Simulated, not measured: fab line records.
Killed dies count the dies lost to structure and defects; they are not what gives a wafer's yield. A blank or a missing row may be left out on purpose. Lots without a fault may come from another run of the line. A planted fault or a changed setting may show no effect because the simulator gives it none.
fab line records -- flow sky130
record lots=12, wafers=36, last-day=49
route steps=708 shown METAL4@629 VIA4@660 METAL5@663 PAD_OPEN@708
lots with no fault: from the same line, run without faults
start-h: the number of hours between the record's first day and the start of the first shown wafer of the lot -- wait-h: hours elapsed since this lot's preceding step -- " repeats the value in the row above -- L1.1+2: one row covering several wafers at once -- - value missing, or start not given -- * or withheld: withheld -- < > ~ a bound
route shown NAME@n: NAME is a module with steps in the file, n the number in the route of the first one -- usual: mean and standard deviation over wafers with no fault -- same: alike in all rows -- chamber/n: place in a boat -- sites: readings site by site -- _std_site: the standard deviation of these -- _edge_site: the outer-site mean with the inner-site mean subtracted -- radius-mm: for every site, how far away it sits from the centre of the wafer -- mask NAME#n: copy n -- behind: the most recent tool/chamber to have shaped the wafer -- hold: reason for holding the lot/hours on hold/outcome of the hold -- device: the transistor (n, p or np) that didn't switch -- end of line: the tests these same wafers got at the end of their route -- for a step that has no rows: nothing shown but its recipe -- killed: not the wafer's yield, but the dies lost to structure and defects at the first sort -- map: a wafer's dies, marking killed ones x, the rest . and places with no die _
set.NAME: the setting that was run; set.NAME@STEP: the one run at that earlier step -- model.NAME: the simulator's own value behind a step, which no gauge read
route steps across a sampled set of lots; one table per step, one row per wafer
services: a tool's chamber out of use, with start hour (start-h, from the record's first day; less than 0 if before it), hours out, and reason
## steps
# step SKY_METAL4_CD_MEAS_13
# recipe target-cd-nm=300
# usual cd-nm=299.8/1.2
lot.wafer,tool,chamber,start-h,wait-h,cd-nm
L404.4,cd-sem-02,-,988.92,-,299.8
L404.5,cd-sem-02,-,988.92,-,298.3
L404.6,cd-sem-02,-,988.92,-,299.9
L405.1,cd-sem-02,-,989.57,-,298.2
L405.2,cd-sem-02,-,989.57,-,299.1
L405.5,cd-sem-02,-,989.57,-,298.2
L407.3,cd-sem-02,-,1026.27,-,301.1
L407.4,cd-sem-02,-,1026.27,-,301.5
L407.6,cd-sem-02,-,1026.27,-,301.4
L408.4,cd-sem-01,-,1029.09,-,300.0
L408.5,cd-sem-01,-,1029.09,-,300.2
L408.6,cd-sem-01,-,1029.09,-,301.1
L409.1,cd-sem-01,-,1029.68,-,299.5
L409.4,cd-sem-01,-,1029.68,-,299.5
L409.5,cd-sem-01,-,1029.68,-,300.1
L410.3,cd-sem-01,-,1031.40,-,300.1
L410.5,cd-sem-01,-,1031.40,-,298.5
L410.6,cd-sem-01,-,1031.40,-,300.1
L411.3,cd-sem-01,-,1035.16,-,302.2
L411.5,cd-sem-01,-,1035.16,-,301.3
L411.6,cd-sem-01,-,1035.16,-,301.2
L414.1,cd-sem-01,-,1062.56,-,298.1
L414.2,cd-sem-01,-,1062.56,-,299.0
L414.4,cd-sem-01,-,1062.56,-,300.0
L417.2,cd-sem-02,-,1071.85,-,301.3
L417.3,cd-sem-02,-,1071.85,-,300.3
L417.6,cd-sem-02,-,1071.85,-,301.8
L418.2,cd-sem-02,-,1088.70,-,298.9
L418.5,cd-sem-02,-,1088.70,-,298.9
L418.6,cd-sem-02,-,1088.70,-,298.2
L421.2,cd-sem-01,-,1097.12,-,300.7
L421.4,cd-sem-01,-,1097.12,-,300.7
L421.5,cd-sem-01,-,1097.12,-,299.5
L423.1,cd-sem-02,-,1102.57,-,298.9
L423.2,cd-sem-02,-,1102.57,-,298.9
L423.3,cd-sem-02,-,1102.57,-,299.1
# step SKY_METAL4_DESCUM_15
# recipe chemistry=O2, source-power-w=150, bias-power-w=0, pressure-mtorr=10, temp-c=40, time-s=8
# usual chamber-pressure-mTorr=10.001/0.01, drypump-motor-current-A=5.9/0.31, oes-product-au=1.006/0.0083
lot.wafer,tool,chamber,start-h,wait-h,chamber-pressure-mTorr,drypump-motor-current-A,oes-product-au,rf-hours-counter-h
L404.4,rie-metal-01,0,989.03,0.0,10.010,6.0,1.007,-
L404.5,rie-metal-01,1,989.03,0.0,9.995,5.5,1.003,-
L404.6,rie-metal-01,0,989.03,0.0,10.015,6.0,0.997,-
L405.1,rie-metal-03,0,989.72,0.0,9.990,6.2,1.017,9
L405.2,rie-metal-03,1,989.72,0.0,10.004,5.9,1.008,17
L405.5,rie-metal-03,1,989.72,0.0,9.982,5.9,1.001,-
L407.3,rie-metal-02,1,1026.40,0.0,9.995,5.7,1.005,-
L407.4,rie-metal-02,0,1026.40,0.0,9.997,6.3,1.007,-
L407.6,rie-metal-02,0,1026.40,0.0,9.995,6.3,1.001,-
L408.4,rie-metal-02,0,1029.20,0.0,9.992,6.3,1.025,-
L408.5,rie-metal-02,0,1029.20,0.0,10.000,6.3,1.022,-
L408.6,rie-metal-02,1,1029.20,0.0,9.998,5.7,1.004,-
L409.1,rie-metal-02,1,1029.84,0.0,9.998,5.7,0.998,16
L409.4,rie-metal-02,0,1029.84,0.0,10.008,6.3,1.009,-
L409.5,rie-metal-02,1,1029.84,0.0,9.993,5.7,1.007,-
L410.3,rie-metal-02,0,1031.53,0.0,10.010,6.3,1.014,-
L410.5,rie-metal-02,0,1031.53,0.0,10.006,6.3,1.012,-
L410.6,rie-metal-02,1,1031.53,0.0,9.983,5.7,1.010,-
L411.3,rie-metal-02,1,1035.28,0.0,10.003,5.7,1.013,-
L411.5,rie-metal-02,0,1035.28,0.0,10.019,6.3,1.014,-
L411.6,rie-metal-02,1,1035.28,0.0,9.997,5.7,1.008,-
L414.1,rie-metal-03,1,1062.72,0.0,9.986,6.0,1.010,22
L414.2,rie-metal-03,0,1062.72,0.0,10.005,6.2,1.015,14
L414.4,rie-metal-03,1,1062.72,0.0,9.990,5.9,1.004,-
L417.2,rie-metal-03,0,1071.99,0.0,10.007,6.3,1.011,14
L417.3,rie-metal-03,1,1071.99,0.0,9.996,6.0,0.999,-
L417.6,rie-metal-03,1,1071.99,0.0,10.009,5.9,1.007,-
L418.2,rie-metal-03,1,1088.84,0.0,9.993,5.9,1.006,24
L418.5,rie-metal-03,0,1088.84,0.0,9.995,6.3,1.027,-
L418.6,rie-metal-03,1,1088.84,0.0,10.021,5.9,1.014,-
L421.2,rie-metal-01,1,1097.26,0.0,10.006,5.5,1.008,19
L421.4,rie-metal-01,1,1097.26,0.0,10.002,5.5,1.007,-
L421.5,rie-metal-01,1,1097.26,0.0,9.986,5.5,0.994,-
L423.1,rie-metal-02,1,1102.72,0.0,9.998,5.7,1.001,20
L423.2,rie-metal-02,0,1102.72,0.0,10.009,6.3,1.019,26
L423.3,rie-metal-02,0,1102.72,0.0,9.995,6.3,1.011,-
# step SKY_VIA4_CMP_21
# recipe stop-on=SiO2, t-overpolish-s=25, down-force-psi=3.5, platen-rpm=60, target-thk-nm=0, pad-velocity-m-s=0.94248
# usual motor-current-A=11.9/0.95, overpolish-run-s=25.001/0.0094, slurry-filter-dp-kPa=13.50/0.14, time-to-endpoint-s=123/3.7
lot.wafer,tool,chamber,start-h,wait-h,motor-current-A,overpolish-run-s,slurry-filter-dp-kPa,time-to-endpoint-s
L404.4,cmp-01,2,1014.31,0.0,12.6,25.025,13.21,128
L404.5,cmp-01,2,1014.31,0.0,12.3,24.999,13.60,128
L404.6,cmp-01,3,1014.31,0.0,11.8,24.998,13.39,130
L405.2,cmp-01,1,1014.70,0.1,11.7,24.994,13.71,121
L405.1,cmp-01,3,1014.70,0.1,11.4,24.982,13.62,127
L405.5,cmp-01,1,1014.70,0.1,11.7,24.979,13.51,122
L407.3,cmp-01,0,1052.31,0.1,14.0,24.996,13.55,123
L407.4,cmp-01,1,1052.31,0.1,11.2,24.993,13.60,126
L407.6,cmp-01,0,1052.31,0.1,13.4,25.006,13.33,126
L408.4,cmp-02,2,1054.28,0.1,11.0,25.015,13.64,123
L408.5,cmp-02,1,1054.28,0.1,10.0,25.006,13.31,123
L408.6,cmp-02,2,1054.28,0.1,11.1,25.008,13.30,126
L409.1,cmp-02,1,1055.02,0.2,10.9,24.995,13.27,127
L409.4,cmp-02,3,1055.02,0.2,11.9,24.999,13.25,128
L409.5,cmp-02,2,1055.02,0.2,11.2,25.009,13.22,123
L410.3,cmp-02,3,1057.09,0.1,12.2,24.982,13.57,132
L410.6,cmp-02,1,1057.09,0.1,10.1,25.002,13.46,124
L410.5,cmp-02,2,1057.09,0.1,11.3,24.996,13.51,129
L411.3,cmp-02,0,1060.38,0.1,12.3,25.009,13.29,129
L411.6,cmp-02,2,1060.38,0.1,11.4,25.014,13.59,126
L411.5,cmp-02,3,1060.38,0.1,12.1,24.992,13.74,127
L414.1,cmp-02,3,1094.04,8.7,11.9,25.004,13.58,118
L414.2,cmp-02,0,1094.04,8.7,11.8,25.002,13.55,123
L414.4,cmp-02,1,1094.04,8.7,10.4,25.014,13.48,121
L417.3,cmp-02,2,1099.14,4.3,10.5,24.998,13.47,120
L417.2,cmp-02,0,1099.14,4.3,12.6,24.988,13.33,120
L417.6,cmp-02,1,1099.14,4.3,10.6,24.996,13.65,119
L418.2,cmp-01,1,1114.41,0.1,11.9,25.012,13.66,116
L418.6,cmp-01,0,1114.41,0.1,13.8,25.018,13.38,120
L418.5,cmp-01,1,1114.41,0.1,11.0,25.001,13.61,120
L421.4,cmp-02,0,1123.41,0.1,12.2,25.016,13.50,114
L421.2,cmp-02,1,1123.41,0.1,10.5,24.984,13.43,119
L421.5,cmp-02,2,1123.41,0.1,11.0,25.009,13.69,120
L423.3,cmp-01,3,1125.74,0.0,12.0,25.000,13.37,128
L423.2,cmp-01,0,1125.74,0.0,12.7,25.010,13.46,127
L423.1,cmp-01,2,1125.74,0.0,12.1,24.992,13.37,127
# step SKY_METAL5_SPUTTER_02
# recipe material=AlCu, target-thk-nm=1150, power-w=10600, time-s=61.2, chamber-pressure-pa=0.4
# usual throttle-valve-pct=30.7/1.4
lot.wafer,tool,chamber,start-h,wait-h,throttle-valve-pct
L404.4,pvd-sputter-03,-,1014.66,0.0,31.6
L404.5,pvd-sputter-03,-,1014.66,0.0,29.3
L404.6,pvd-sputter-03,-,1014.66,0.0,30.9
L405.1,pvd-sputter-02,-,1015.00,0.0,30.3
L405.2,pvd-sputter-02,-,1015.00,0.0,31.3
L405.5,pvd-sputter-02,-,1015.00,0.0,31.2
L407.3,pvd-sputter-03,-,1052.61,0.0,31.4
L407.4,pvd-sputter-03,-,1052.61,0.0,30.8
L407.6,pvd-sputter-03,-,1052.61,0.0,30.9
L408.4,pvd-sputter-04,-,1054.58,0.0,31.0
L408.5,pvd-sputter-04,-,1054.58,0.0,30.9
L408.6,pvd-sputter-04,-,1054.58,0.0,28.9
L409.1,pvd-sputter-03,-,1055.37,0.0,31.5
L409.4,pvd-sputter-03,-,1055.37,0.0,29.3
L409.5,pvd-sputter-03,-,1055.37,0.0,31.7
L410.3,pvd-sputter-03,-,1057.39,0.0,33.1
L410.5,pvd-sputter-03,-,1057.39,0.0,29.5
L410.6,pvd-sputter-03,-,1057.39,0.0,31.1
L411.3,pvd-sputter-04,-,1060.63,0.0,29.7
L411.5,pvd-sputter-04,-,1060.63,0.0,29.5
L411.6,pvd-sputter-04,-,1060.63,0.0,31.1
L414.1,pvd-sputter-03,-,1094.34,0.0,31.1
L414.2,pvd-sputter-03,-,1094.34,0.0,29.7
L414.4,pvd-sputter-03,-,1094.34,0.0,31.6
L417.2,pvd-sputter-03,-,1099.44,0.0,29.4
L417.3,pvd-sputter-03,-,1099.44,0.0,30.8
L417.6,pvd-sputter-03,-,1099.44,0.0,29.7
L418.2,pvd-sputter-03,-,1114.71,0.0,31.6
L418.5,pvd-sputter-03,-,1114.71,0.0,31.1
L418.6,pvd-sputter-03,-,1114.71,0.0,31.5
L421.2,pvd-sputter-02,-,1123.66,0.0,31.3
L421.4,pvd-sputter-02,-,1123.66,0.0,28.3
L421.5,pvd-sputter-02,-,1123.66,0.0,31.4
L423.1,pvd-sputter-02,-,1126.09,0.0,28.2
L423.2,pvd-sputter-02,-,1126.09,0.0,31.7
L423.3,pvd-sputter-02,-,1126.09,0.0,30.1
# step SKY_PAD_OPEN_PROBE_99
# usual defect-limited-yield=82.1/1.8, killed_at_M0_to_M3=45/6.9, killed_at_M4_up=3.2/1.8, killed-at-contacts=25/5.3, killed-at-front-end=16/4.3, killed-at-other=0.2/0.52, killed-dies=88/8.7, killed-open=48/6.5, killed-short=40/6, sort_bin_3_pad_short=0.9/0.4, sort_bin_5_function=10.8/1.5, sort_bin_6_memory=6.3/1, sort-n-pass=404/8.7, sort-yield-pct=82.1/1.8
# same gross-dies=492, killed-at-back-side=0, sort_bin_4_leakage[%]=0, sort_bin_8_speed[%]=0
lot.wafer,tool,chamber,start-h,wait-h,defect-limited-yield[%],killed_at_M0_to_M3,killed_at_M4_up,killed-at-contacts,killed-at-front-end,killed-at-other,killed-dies,killed-open,killed-short,sort_bin_3_pad_short[%],sort_bin_5_function[%],sort_bin_6_memory[%],sort-n-pass,sort-yield-pct[%]
L404.4,prober-02,-,1083.43,0.2,79.9,41,5,31,21,1,99,54,43,1.0,13.0,6.1,393,79.9
L404.5,prober-02,-,1083.48,0.2,82.9,43,2,27,12,0,84,44,39,0.8,9.8,6.5,408,82.9
L404.6,prober-02,-,1083.53,0.2,83.9,43,1,21,14,0,79,43,35,1.0,9.1,5.9,413,83.9
L411.3,prober-01,-,1119.09,0.2,78.0,52,6,27,23,0,108,61,47,1.0,13.0,7.9,384,78.0
L411.5,prober-01,-,1119.19,0.2,78.0,52,7,24,25,0,108,59,49,1.4,14.0,6.5,384,78.0
L411.6,prober-01,-,1119.24,0.2,80.3,45,4,28,20,0,97,59,38,1.0,11.8,6.9,395,80.3
L414.1,prober-01,-,1151.74,0.1,75.0,31,63,11,18,0,123,29,30,5.1,14.8,5.1,369,75.0
L414.2,prober-01,-,1151.79,0.1,74.8,43,45,17,19,0,124,50,29,3.7,14.4,7.1,368,74.8
L414.4,prober-01,-,1151.89,0.2,70.9,31,80,16,15,1,143,32,31,5.7,16.7,6.7,349,70.9
L417.2,prober-01,-,1158.43,0.1,76.0,33,42,27,16,0,118,43,36,2.4,16.3,5.3,374,76.0
L417.3,prober-01,-,1158.48,0.2,73.0,41,63,12,17,0,133,37,33,4.1,17.3,5.7,359,73.0
L417.6,prober-01,-,1158.63,0.2,74.2,43,47,23,14,0,127,43,43,4.5,15.0,6.3,365,74.2
L418.2,prober-02,-,1173.19,0.1,70.5,43,70,18,14,0,145,44,34,5.7,16.5,7.3,347,70.5
L418.5,prober-02,-,1173.34,0.2,73.6,38,67,14,11,0,130,35,31,5.3,13.8,7.3,362,73.6
L418.6,prober-02,-,1173.39,0.2,68.1,35,78,26,18,0,157,50,35,4.1,20.1,7.7,335,68.1
L421.2,prober-01,-,1181.39,0.1,83.3,52,5,16,9,0,82,34,47,1.2,10.0,5.5,410,83.3
L421.4,prober-01,-,1181.49,0.2,81.3,48,2,27,14,1,92,44,47,1.2,11.0,6.5,400,81.3
L421.5,prober-01,-,1181.54,0.2,82.9,40,5,21,17,1,84,46,38,0.2,10.8,6.1,408,82.9
L423.1,prober-01,-,1183.44,0.1,80.7,49,1,29,16,0,95,54,41,0.6,12.2,6.5,397,80.7
L423.2,prober-01,-,1183.49,0.1,81.9,46,3,30,10,0,89,46,43,0.8,8.5,8.7,403,81.9
L423.3,prober-01,-,1183.54,0.2,82.7,38,2,30,15,0,85,53,32,1.2,9.1,6.9,407,82.7
# killed by level:class
L404.4 VIA1:geometric-particle:open=10 VIA3:geometric-particle:open=10 CONTACT:geometric-particle:open=9 LI_CONTACT:geometric-particle:open=8 LI_CONTACT:geometric-particle:short=8 POLY_GATE:geometric-particle:open=7 POLY_GATE:geometric-particle:short=5 CONTACT:geometric-particle:short=4
L404.5 VIA1:geometric-particle:open=10 CONTACT:geometric-particle:open=8 VIA2:geometric-particle:open=6 LI_CONTACT:geometric-particle:open=6 LOCAL_INTERCONNECT:geometric-particle:short=5 VIA1:geometric-particle:short=5 VIA2:geometric-particle:short=5 CONTACT:geometric-particle:short=4
L404.6 VIA1:geometric-particle:open=11 CONTACT:geometric-particle:short=9 VIA3:geometric-particle:open=9 VIA1:geometric-particle:short=8 CONTACT:geometric-particle:open=5 LI_CONTACT:geometric-particle:open=4 METAL2:geometric-particle:short=4 FIELD_ISO:geometric-particle:open=3
L411.3 VIA1:geometric-particle:open=17 LI_CONTACT:geometric-particle:open=10 FIELD_ISO:geometric-particle:open=8 METAL1:geometric-particle:short=8 CONTACT:geometric-particle:open=7 CONTACT:geometric-particle:short=7 VIA2:geometric-particle:open=6 VIA2:geometric-particle:short=5
L411.5 VIA1:geometric-particle:open=11 LI_CONTACT:geometric-particle:open=11 VIA3:geometric-particle:open=7 FIELD_ISO:geometric-particle:open=6 FIELD_ISO:geometric-particle:short=6 POLY_GATE:geometric-particle:short=6 METAL2:geometric-particle:open=6 METAL1:geometric-particle:short=5
L411.6 LI_CONTACT:geometric-particle:open=12 VIA2:geometric-particle:open=10 FIELD_ISO:geometric-particle:open=9 CONTACT:geometric-particle:open=7 VIA1:geometric-particle:open=7 METAL1:geometric-particle:short=6 FIELD_ISO:geometric-particle:short=5 VIA3:geometric-particle:open=5
L414.1 METAL5:unspecified=63 VIA3:geometric-particle:open=7 METAL2:geometric-particle:short=6 POLY_GATE:geometric-particle:open=5 POLY_GATE:geometric-particle:short=5 LI_CONTACT:geometric-particle:open=4 VIA1:geometric-particle:open=4 FIELD_ISO:geometric-particle:short=3
L414.2 METAL5:unspecified=44 VIA1:geometric-particle:open=12 VIA3:geometric-particle:open=9 CONTACT:geometric-particle:open=6 VIA2:geometric-particle:open=6 LI_CONTACT:geometric-particle:open=5 SPACER:geometric-particle:short=4 METAL1:geometric-particle:short=4
L414.4 METAL5:unspecified=79 LI_CONTACT:geometric-particle:open=8 METAL1:geometric-particle:short=6 VIA1:geometric-particle:short=6 VIA1:geometric-particle:open=6 FIELD_ISO:geometric-particle:open=4 POLY_GATE:geometric-particle:short=4 CONTACT:geometric-particle:open=3
L417.2 METAL5:unspecified=39 CONTACT:geometric-particle:open=16 POLY_GATE:geometric-particle:open=5 LOCAL_INTERCONNECT:geometric-particle:short=5 METAL2:geometric-particle:short=5 VIA1:geometric-particle:open=5 VIA2:geometric-particle:open=5 VIA1:geometric-particle:short=4
L417.3 METAL5:unspecified=62 VIA1:geometric-particle:open=12 METAL2:geometric-particle:short=7 POLY_GATE:geometric-particle:short=6 VIA2:geometric-particle:open=6 CONTACT:geometric-particle:open=5 LI_CONTACT:geometric-particle:open=4 METAL1:geometric-particle:short=3
L417.6 METAL5:unspecified=41 VIA1:geometric-particle:open=10 VIA2:geometric-particle:open=9 CONTACT:geometric-particle:open=7 LI_CONTACT:geometric-particle:open=6 METAL2:geometric-particle:short=6 VIA2:geometric-particle:short=6 POLY_GATE:geometric-particle:short=5
L418.2 METAL5:unspecified=67 CONTACT:geometric-particle:open=11 METAL2:geometric-particle:short=9 VIA2:geometric-particle:open=9 VIA1:geometric-particle:open=7 VIA1:geometric-particle:short=5 METAL1:geometric-particle:short=4 FIELD_ISO:geometric-particle:open=4
L418.5 METAL5:unspecified=64 CONTACT:geometric-particle:open=8 METAL1:geometric-particle:short=7 VIA1:geometric-particle:open=7 VIA2:geometric-particle:open=6 VIA2:geometric-particle:short=5 LI_CONTACT:geometric-particle:open=4 METAL3:geometric-particle:short=4
L418.6 METAL5:unspecified=72 CONTACT:geometric-particle:open=11 VIA1:geometric-particle:open=8 CONTACT:geometric-particle:short=6 FIELD_ISO:geometric-particle:open=5 VIA2:geometric-particle:open=5 METAL4:geometric-particle:short=5 FIELD_ISO:geometric-particle:short=4
L421.2 METAL2:geometric-particle:short=11 VIA1:geometric-particle:open=8 CONTACT:geometric-particle:short=5 LI_CONTACT:geometric-particle:open=5 VIA3:geometric-particle:open=5 VIA1:geometric-particle:short=5 VIA2:geometric-particle:open=5 METAL1:geometric-particle:short=4
L421.4 VIA1:geometric-particle:open=12 CONTACT:geometric-particle:open=11 CONTACT:geometric-particle:short=6 VIA3:geometric-particle:open=6 METAL1:geometric-particle:short=6 METAL3:geometric-particle:short=6 FIELD_ISO:geometric-particle:short=4 POLY_GATE:geometric-particle:short=4
L421.5 VIA1:geometric-particle:open=9 VIA3:geometric-particle:open=6 CONTACT:geometric-particle:open=6 LI_CONTACT:geometric-particle:open=5 METAL2:geometric-particle:short=5 FIELD_ISO:geometric-particle:open=4 FIELD_ISO:geometric-particle:short=4 METAL4:geometric-particle:short=4
L423.1 VIA1:geometric-particle:open=12 VIA3:geometric-particle:open=11 CONTACT:geometric-particle:short=8 CONTACT:geometric-particle:open=8 METAL1:geometric-particle:short=7 LI_CONTACT:geometric-particle:open=6 VIA2:geometric-particle:open=5 FIELD_ISO:geometric-particle:short=4
L423.2 CONTACT:geometric-particle:open=16 VIA3:geometric-particle:open=10 METAL2:geometric-particle:short=9 CONTACT:geometric-particle:short=7 VIA1:geometric-particle:open=6 VIA1:geometric-particle:short=4 VIA2:geometric-particle:open=4 POLY_GATE:geometric-particle:open=3
L423.3 VIA1:geometric-particle:open=15 CONTACT:geometric-particle:open=14 METAL1:geometric-particle:short=6 LI_CONTACT:geometric-particle:open=6 CONTACT:geometric-particle:short=6 VIA3:geometric-particle:open=5 FIELD_ISO:geometric-particle:short=4 POLY_GATE:geometric-particle:open=4
## services
tool,chamber,start-h,hours,kind
pvd-sputter-04,-,977.28,4.2,repair
pvd-sputter-03,0,982.73,-,consumable-replace:kit
pvd-sputter-03,0,982.73,18.0,scheduled-down
pvd-sputter-03,0,982.73,18.0,vent-cycle
pvd-sputter-04,-,983.30,3.3,repair
cmp-02,-,1000.52,4.5,pm
cmp-01,-,1008.52,0.7,repair
rie-metal-03,-,1013.87,2.8,pm
rie-metal-03,-,1017.03,0.9,repair
rie-metal-02,-,1048.91,0.2,repair
pvd-sputter-02,-,1055.21,8.0,repair
rie-metal-03,0,1056.01,1.1,repair
rie-metal-01,0,1067.85,6.4,repair
cmp-02,-,1069.97,5.6,pm
cmp-01,-,1075.59,12.8,pm
cmp-02,-,1080.95,11.2,repair
pvd-sputter-04,-,1085.88,4.8,repair
cmp-01,-,1088.44,4.0,pm
cmp-02,-,1100.39,0.3,repair
pvd-sputter-03,-,1101.11,1.1,repair
cmp-01,-,1121.09,0.3,repair
rie-metal-03,0,1124.44,27.9,repair
pvd-sputter-03,3,1125.30,-,consumable-replace:kit
pvd-sputter-03,3,1125.30,18.0,scheduled-down
## key
first-sign step=SKY_PAD_OPEN_PROBE_99, reading=killed_at_M4_up, direction=up, sigmas=32, usual=3.2, struck=61.7
effect step=SKY_PAD_OPEN_PROBE_99, reading=sort_bin_3_pad_short, direction=up, sigmas=9, usual=0.9, struck=4.5
met-at SKY_METAL5_SPUTTER_02
struck-lots L414,L417,L418
not-acting-at SKY_METAL4_CD_MEAS_13,SKY_METAL4_DESCUM_15,SKY_VIA4_CMP_21
onset-between 1057.39 1094.34
fault kind=chamber-particle-source, tool=pvd-sputter-03, chamber=-, onset-h=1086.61, steps=SKY_METAL5_SPUTTER_02, rate-per-visit-cm2=2.0859, end-h=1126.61
